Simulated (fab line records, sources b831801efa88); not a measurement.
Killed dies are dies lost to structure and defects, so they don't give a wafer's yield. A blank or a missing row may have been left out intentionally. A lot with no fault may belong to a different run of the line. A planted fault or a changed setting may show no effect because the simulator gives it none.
8D (eight disciplines) problem report, filled in by code :: flow sky130 :: the parts of the form that need people (team, actions taken, sign-off) are left out

== 1. THE PROBLEM ==
Wafers free of any fault read 635 (standard deviation 3.6) for LDD_P_TW at SKY_LDD_P_TW_MEAS_11, against a mean of 601 on 6 wafers of 2 lots. Relative to the usual mean, that is a shift of -9.4 standard deviations.
First observed at day 24 01:02: wafer L377.1, on film_metro-02. Wafers with a number at this step in the record: 39, from 13 lots. Rule for "out" (also "out of limits"): further than 4 standard deviations from the usual mean. The other wafers with a number count as sound.

== 2. WHAT IT IS AND WHAT IT IS NOT ==
question: which readings at this step
is: LDD_P_TW
is not: -

question: which lots
is: L377, L381
is not: L366, L367, L369, L370, L371, L373, L376, L378, L380, L386, L389

question: which wafers of those lots
is: all that have a number
is not: -

question: read on which gauges
is: film_metro-01, film_metro-02
is not: film_metro-03

question: when
is: from day 24 01:02
is not: up to then (24 sound wafers); but 9 sound wafers of L378, L386, L389 came after

== 3. THE SUSPECTS, EACH WITH WHAT RULES IT OUT ==
Counting: a tool stays on the suspect list if, at a process step up to the reading, it processed all lots that are out and no sound lot following the first of them.
- ruled out: the gauge at SKY_LDD_P_TW_MEAS_11. The wafers that are out were read on 2 gauges (film_metro-01, film_metro-02).
- implanter-01 at SKY_LDD_P_IMPLANT_09: kept. It processed each lot that is out, first L377 at day 24 00:47, and no sound lot thereafter; up to then, the last sound lot it processed was L380 at day 23 23:19. Out on those wafers are its own readings of beam_energy_keV.
Left after counting: implanter-01 at SKY_LDD_P_IMPLANT_09.

== 4. THE CAUSE (what the simulator had put in) ==
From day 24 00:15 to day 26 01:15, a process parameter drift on implanter-01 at SKY_LDD_P_IMPLANT_09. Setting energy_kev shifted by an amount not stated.
Only this tool survived the counting.

== 5. SEQUENCE OF EFFECTS, ordered by route ==
One row per reading whose mean, taken over the struck wafers that have a number, lies over 3 standard deviations from the usual. Readings are gone through only where the record gives a usual standard deviation; hours: the median, over the lots, of the time from a lot's start at the first step in this table giving one to that lot's start at this step; sigmas: the change measured in usual standard deviations.
hours: 0
step: SKY_LDD_P_IMPLANT_09
reading: beam_energy_keV
usual: 25.000
on struck wafers: 20.439
change: -4.561
sigmas: -99 or more

hours: 0
step: SKY_LDD_P_TW_MEAS_11
reading: LDD_P_TW
usual: 635
on struck wafers: 601
change: -34
sigmas: -9.4
Process steps it contains:
- SKY_LDD_P_IMPLANT_09

== 6. HOW IT WOULD HAVE BEEN CAUGHT EARLIER ==
In this record the first reading out of limits at a measuring or inspecting step was taken at day 24 01:02, 1 hour after the fault began at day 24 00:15.
At SKY_LDD_P_IMPLANT_09, the tool's own readings (beam_energy_keV) were out on each struck wafer the step has a row for, so an alarm limit on them would have fired on the first such wafer.
Among the 2 lots that are out, L381 began SKY_LDD_P_IMPLANT_09 on implanter-01 after day 24 01:02. Putting the tool on hold at that point would have spared it.
